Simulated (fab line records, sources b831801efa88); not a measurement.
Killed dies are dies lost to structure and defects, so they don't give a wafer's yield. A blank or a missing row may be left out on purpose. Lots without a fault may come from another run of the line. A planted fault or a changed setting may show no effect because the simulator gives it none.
Which tool did it? | flow gf180mcu | 12 lots, 36 wafers sampled, at 3 steps of a route of 602

WHAT THE GAUGES READ, wafer by wafer
GF_CONTACT_BOW_MEAS_05.
lot  | measured     | on            | CONTACT_BOW (um)
L075 | day 15 08:26 | film_metro-01 | 56 69 60
L077 | day 16 06:25 | film_metro-03 | 68 67 79
L079 | day 17 06:36 | film_metro-03 | 60 55 83
L081 | day 17 22:31 | film_metro-01 | 64 73 70
L083 | day 18 23:13 | film_metro-02 | 64 67 56
L085 | day 19 04:58 | film_metro-01 | 71 63 64
L087 | day 19 22:44 | film_metro-01 | 63 63 62
L089 | day 20 16:47 | film_metro-03 | 67 62 68
L091 | day 21 06:05 | film_metro-02 | 63 68 62
L093 | day 22 00:14 | film_metro-03 | 60 67 66
L095 | day 22 22:47 | film_metro-03 | 72 63 65
L097 | day 23 08:54 | film_metro-02 | 63 65 67

WHICH TOOL RAN EACH LOT (tool, then ch and the chambers of the sampled wafers, then the start)
lot  | GF_HV_LDD_ETCHBACK_58              | GF_SALICIDE_RTA_06
L075 | rie_diel-02 ch 0,3, day 12 16:03   | rtp_anneal-02 ch 0, day 15 07:36
L077 | rie_diel-01 ch 0,2,3, day 13 12:17 | rtp_anneal-02 ch 0, day 16 05:36
L079 | rie_diel-03 ch 1,3, day 14 10:32   | rtp_anneal-01 ch 0, day 17 05:46
L081 | rie_diel-01 ch 0,1,3, day 14 23:37 | rtp_anneal-01 ch 0, day 17 21:41
L083 | rie_diel-01 ch 1,2, day 15 23:29   | rtp_anneal-02 ch 0, day 18 22:23
L085 | rie_diel-01 ch 1,2,3, day 16 04:26 | rtp_anneal-01 ch 0, day 19 04:08
L087 | rie_diel-01 ch 1,2, day 16 20:23   | rtp_anneal-02 ch 0, day 19 21:54
L089 | rie_diel-03 ch 0,2, day 17 13:55   | rtp_anneal-02 ch 0, day 20 15:58
L091 | rie_diel-02 ch 1,2,3, day 18 02:40 | rtp_anneal-01 ch 0, day 21 05:16
L093 | rie_diel-01 ch 0,1,3, day 18 21:05 | rtp_anneal-02 ch 0, day 21 23:24
L095 | rie_diel-02 ch 1,2, day 19 20:17   | rtp_anneal-01 ch 0, day 22 21:58
L097 | rie_diel-03 ch 1,2,3, day 20 08:03 | rtp_anneal-01 ch 0, day 23 08:04
- GF_HV_LDD_ETCHBACK_58: etches Si3N4 in CH3F/O2, stops on SiO2, time 100 s, target depth 90 nm.
- GF_SALICIDE_RTA_06: time 30 s.

THE ANSWER, worked out from the rows above alone
Rule: what is usual is taken from the lots themselves. Put in order of their means at a reading, lots are off if they are a third of the lots or fewer, leave a main group of 4 or more, and stand apart from it by a gap of 3 or more times the standard deviation of the main group's means; of several such gaps the widest counts. A main group whose means are all the same, to the digits that the tables above print for the reading, isn't used. A lot without any number at a reading at which 4 lots or more have one is off too. The other lots that the step has rows for count as sound.
No lot is off at any reading shown: from this, nothing can be told.

WHAT THE SIMULATOR HAD PUT IN
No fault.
